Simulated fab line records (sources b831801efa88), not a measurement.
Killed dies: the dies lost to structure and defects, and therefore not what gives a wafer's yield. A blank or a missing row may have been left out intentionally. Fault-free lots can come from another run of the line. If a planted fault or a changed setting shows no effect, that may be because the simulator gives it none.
What tool caused it? :: flow gf180mcu :: 12 lots with 36 wafers sampled at 4 steps, on a route of 602 steps

WHAT EACH GAUGE READ, for each wafer
GF_MIM_THK_MEAS_06. Usual: MIM_CVD_05_THK 42.1 nm, standard deviation 0.47.
lot: L798
measured: day 24 16:24
on: film-metro-02
MIM_CVD_05_THK (nm): 42.1 41.8 42.4
flag: 

lot: L799
measured: day 25 01:27
on: film-metro-04
MIM_CVD_05_THK (nm): 42.1 42.5 43.0
flag: 

lot: L801
measured: day 25 19:41
on: film-metro-01
MIM_CVD_05_THK (nm): 41.8 42.0 42.9
flag: 

lot: L804
measured: day 26 23:34
on: film-metro-01
MIM_CVD_05_THK (nm): 41.7 43.1 42.6
flag: 

lot: L805
measured: day 27 08:30
on: film-metro-04
MIM_CVD_05_THK (nm): 41.9 42.5 42.9
flag: 

lot: L807
measured: day 28 04:28
on: film-metro-02
MIM_CVD_05_THK (nm): 41.8 42.6 42.5
flag: 

lot: L810
measured: day 28 15:49
on: film-metro-01
MIM_CVD_05_THK (nm): 41.9 42.7 43.1
flag: 

lot: L811
measured: day 28 22:59
on: film-metro-04
MIM_CVD_05_THK (nm): 42.1 41.9 42.5
flag: 

lot: L812
measured: day 29 08:40
on: film-metro-04
MIM_CVD_05_THK (nm): 41.6 42.2 42.6
flag: 

lot: L816
measured: day 30 10:15
on: film-metro-04
MIM_CVD_05_THK (nm): 41.9 41.9 42.9
flag: 

lot: L819
measured: day 31 06:51
on: film-metro-01
MIM_CVD_05_THK (nm): 41.4 41.7 40.4
flag: 

lot: L820
measured: day 31 06:56
on: film-metro-04
MIM_CVD_05_THK (nm): 42.0 41.2 41.6
flag: 

WHAT TOOL EACH LOT RAN ON (gives the tool, then ch and the chambers of the sampled wafers, and finally the start)
lot: L798
GF_V4_SPUTTER_22: pvd-sputter-03, day 24 15:30
GF_V4_CMP_26: cmp-02 ch 0,1,3, day 24 15:53
GF_MIM_CVD_05: pecvd-04 ch 0,1, day 24 16:21

lot: L799
GF_V4_SPUTTER_22: pvd-sputter-04, day 25 00:34
GF_V4_CMP_26: cmp-02 ch 0,2,3, day 25 00:59
GF_MIM_CVD_05: pecvd-02 ch 0,2, day 25 01:25

lot: L801
GF_V4_SPUTTER_22: pvd-sputter-03, day 25 18:48
GF_V4_CMP_26: cmp-02 ch 0,2, day 25 19:11
GF_MIM_CVD_05: pecvd-01 ch 1,2, day 25 19:39

lot: L804
GF_V4_SPUTTER_22: pvd-sputter-03, day 26 22:41
GF_V4_CMP_26: cmp-01 ch 0,3, day 26 23:04
GF_MIM_CVD_05: pecvd-02 ch 0,1,2, day 26 23:32

lot: L805
GF_V4_SPUTTER_22: pvd-sputter-01, day 27 07:22
GF_V4_CMP_26: cmp-01 ch 1,2, day 27 07:56
GF_MIM_CVD_05: pecvd-02 ch 0,1,2, day 27 08:28

lot: L807
GF_V4_SPUTTER_22: pvd-sputter-04, day 28 03:34
GF_V4_CMP_26: cmp-01 ch 1,2, day 28 03:53
GF_MIM_CVD_05: pecvd-01 ch 0,1, day 28 04:25

lot: L810
GF_V4_SPUTTER_22: pvd-sputter-03, day 28 14:55
GF_V4_CMP_26: cmp-01 ch 0,1,2, day 28 15:22
GF_MIM_CVD_05: pecvd-04 ch 0,2, day 28 15:47

lot: L811
GF_V4_SPUTTER_22: pvd-sputter-03, day 28 22:05
GF_V4_CMP_26: cmp-02 ch 0,1, day 28 22:25
GF_MIM_CVD_05: pecvd-04 ch 0,1,2, day 28 22:57

lot: L812
GF_V4_SPUTTER_22: pvd-sputter-03, day 29 07:46
GF_V4_CMP_26: cmp-01 ch 2,3, day 29 08:06
GF_MIM_CVD_05: pecvd-02 ch 0,1, day 29 08:37

lot: L816
GF_V4_SPUTTER_22: pvd-sputter-04, day 30 09:22
GF_V4_CMP_26: cmp-02 ch 0,3, day 30 09:42
GF_MIM_CVD_05: pecvd-04 ch 0,1, day 30 10:13

lot: L819
GF_V4_SPUTTER_22: pvd-sputter-04, day 31 05:58
GF_V4_CMP_26: cmp-02 ch 0,2,3, day 31 06:18
GF_MIM_CVD_05: pecvd-02 ch 0,1,2, day 31 06:49

lot: L820
GF_V4_SPUTTER_22: pvd-sputter-03, day 31 06:04
GF_V4_CMP_26: cmp-01 ch 0,2,3, day 31 06:23
GF_MIM_CVD_05: pecvd-04 ch 0,1,2, day 31 06:55
- GF_V4_SPUTTER_22: material TiN, target thk 10 nm, time 40 s.
- GF_V4_CMP_26: polishes, stops on SiO2, t overpolish 15 s, target thk 0 nm.
- GF_MIM_CVD_05: deposits Si3N4, target thk 42 nm, time 29.086 s.

AS READ BY THE TOOLS THEMSELVES (means over the sampled wafers that have a number; for cases with no such wafer, the mark the record gives instead)
GF_V4_SPUTTER_22. Usual: throttle-valve-pct at 29.6 %, with a standard deviation of 0.56.
lot: L798
tool: pvd-sputter-03
throttle-valve-pct (%): 29.2
flag: 

lot: L799
tool: pvd-sputter-04
throttle-valve-pct (%): 29.9
flag: 

lot: L801
tool: pvd-sputter-03
throttle-valve-pct (%): 29.7
flag: 

lot: L804
tool: pvd-sputter-03
throttle-valve-pct (%): 29.7
flag: 

lot: L805
tool: pvd-sputter-01
throttle-valve-pct (%): 30.9
flag: 

lot: L807
tool: pvd-sputter-04
throttle-valve-pct (%): 29.6
flag: 

lot: L810
tool: pvd-sputter-03
throttle-valve-pct (%): 29.5
flag: 

lot: L811
tool: pvd-sputter-03
throttle-valve-pct (%): 29.8
flag: 

lot: L812
tool: pvd-sputter-03
throttle-valve-pct (%): 29.8
flag: 

lot: L816
tool: pvd-sputter-04
throttle-valve-pct (%): 29.5
flag: 

lot: L819
tool: pvd-sputter-04
throttle-valve-pct (%): 29.6
flag: 

lot: L820
tool: pvd-sputter-03
throttle-valve-pct (%): 29.7
flag: 

GF_V4_CMP_26. Usual: motor-current-A 10.9 A, standard deviation 0.83; overpolish-run-s 14.998 s, standard deviation 0.0093; retaining-ring-pressure-frac 1.000, standard deviation 0.0049; time-to-endpoint-s 84 s, standard deviation 3.6.
lot: L798
tool: cmp-02
motor-current-A (A): 10.5
overpolish-run-s (s): 15.011
retaining-ring-pressure-frac: 0.998
time-to-endpoint-s (s): 83
flag: 

lot: L799
tool: cmp-02
motor-current-A (A): 10.3
overpolish-run-s (s): 15.000
retaining-ring-pressure-frac: 0.999
time-to-endpoint-s (s): 86
flag: 

lot: L801
tool: cmp-02
motor-current-A (A): 11.3
overpolish-run-s (s): 14.990
retaining-ring-pressure-frac: 0.994
time-to-endpoint-s (s): 85
flag: 

lot: L804
tool: cmp-01
motor-current-A (A): 10.9
overpolish-run-s (s): 15.001
retaining-ring-pressure-frac: 1.003
time-to-endpoint-s (s): 83
flag: 

lot: L805
tool: cmp-01
motor-current-A (A): 10.8
overpolish-run-s (s): 15.003
retaining-ring-pressure-frac: 1.000
time-to-endpoint-s (s): 79
flag: 

lot: L807
tool: cmp-01
motor-current-A (A): 10.2
overpolish-run-s (s): 15.004
retaining-ring-pressure-frac: 0.998
time-to-endpoint-s (s): 86
flag: 

lot: L810
tool: cmp-01
motor-current-A (A): 10.7
overpolish-run-s (s): 14.988
retaining-ring-pressure-frac: 0.997
time-to-endpoint-s (s): 81
flag: 

lot: L811
tool: cmp-02
motor-current-A (A): 10.8
overpolish-run-s (s): 14.997
retaining-ring-pressure-frac: 0.995
time-to-endpoint-s (s): 79
flag: 

lot: L812
tool: cmp-01
motor-current-A (A): 11.1
overpolish-run-s (s): 14.999
retaining-ring-pressure-frac: 1.002
time-to-endpoint-s (s): 85
flag: 

lot: L816
tool: cmp-02
motor-current-A (A): 10.3
overpolish-run-s (s): 15.003
retaining-ring-pressure-frac: 1.002
time-to-endpoint-s (s): 79
flag: 

lot: L819
tool: cmp-02
motor-current-A (A): 10.6
overpolish-run-s (s): 14.997
retaining-ring-pressure-frac: 0.999
time-to-endpoint-s (s): 85
flag: 

lot: L820
tool: cmp-01
motor-current-A (A): 10.7
overpolish-run-s (s): 15.000
retaining-ring-pressure-frac: 1.002
time-to-endpoint-s (s): 84
flag: 

GF_MIM_CVD_05. Usual: heater-power-w 645 W, standard deviation 92; rf-fwd-power-W 443.3 W, standard deviation 2.4.
lot: L798
tool: pecvd-04
heater-power-w (W): 682
rf-fwd-power-W (W): 442.9
flag: 

lot: L799
tool: pecvd-02
heater-power-w (W): 639
rf-fwd-power-W (W): 445.5
flag: 

lot: L801
tool: pecvd-01
heater-power-w (W): 615
rf-fwd-power-W (W): 443.2
flag: 

lot: L804
tool: pecvd-02
heater-power-w (W): 636
rf-fwd-power-W (W): 443.0
flag: 

lot: L805
tool: pecvd-02
heater-power-w (W): 690
rf-fwd-power-W (W): 442.7
flag: 

lot: L807
tool: pecvd-01
heater-power-w (W): 521
rf-fwd-power-W (W): 442.7
flag: 

lot: L810
tool: pecvd-04
heater-power-w (W): 744
rf-fwd-power-W (W): 445.0
flag: 

lot: L811
tool: pecvd-04
heater-power-w (W): 696
rf-fwd-power-W (W): 445.3
flag: 

lot: L812
tool: pecvd-02
heater-power-w (W): 643
rf-fwd-power-W (W): 441.6
flag: 

lot: L816
tool: pecvd-04
heater-power-w (W): 673
rf-fwd-power-W (W): 443.5
flag: 

lot: L819
tool: pecvd-02
heater-power-w (W): 661
rf-fwd-power-W (W): 418.3
flag: OFF

lot: L820
tool: pecvd-04
heater-power-w (W): 682
rf-fwd-power-W (W): 444.0
flag: 

THE ANSWER, worked out from the rows above alone
Rule: lot off if the mean of its wafers having a number is beyond 3 standard deviations from the usual mean. Also off: a lot with no number at a reading for which 4 or more lots have one. All remaining lots with rows at the step are treated as sound. Order of review: gauges by route order, followed by the tools' own readings, for which a lot's mean as printed above is used. At the first step where some lot is off, the reading lying furthest off is the one used; lots without a number count as furthest.
Off: L819, at GF_MIM_CVD_05 (rf-fwd-power-W).
A tool fits if, at that step or a process step before it, it ran every lot that is off, and no sound lot after the first of them. Can't be told from this: 3 tools fit, pvd-sputter-04 at GF_V4_SPUTTER_22, cmp-02 at GF_V4_CMP_26, pecvd-02 at GF_MIM_CVD_05.

WHAT THE SIMULATOR HAD PUT IN
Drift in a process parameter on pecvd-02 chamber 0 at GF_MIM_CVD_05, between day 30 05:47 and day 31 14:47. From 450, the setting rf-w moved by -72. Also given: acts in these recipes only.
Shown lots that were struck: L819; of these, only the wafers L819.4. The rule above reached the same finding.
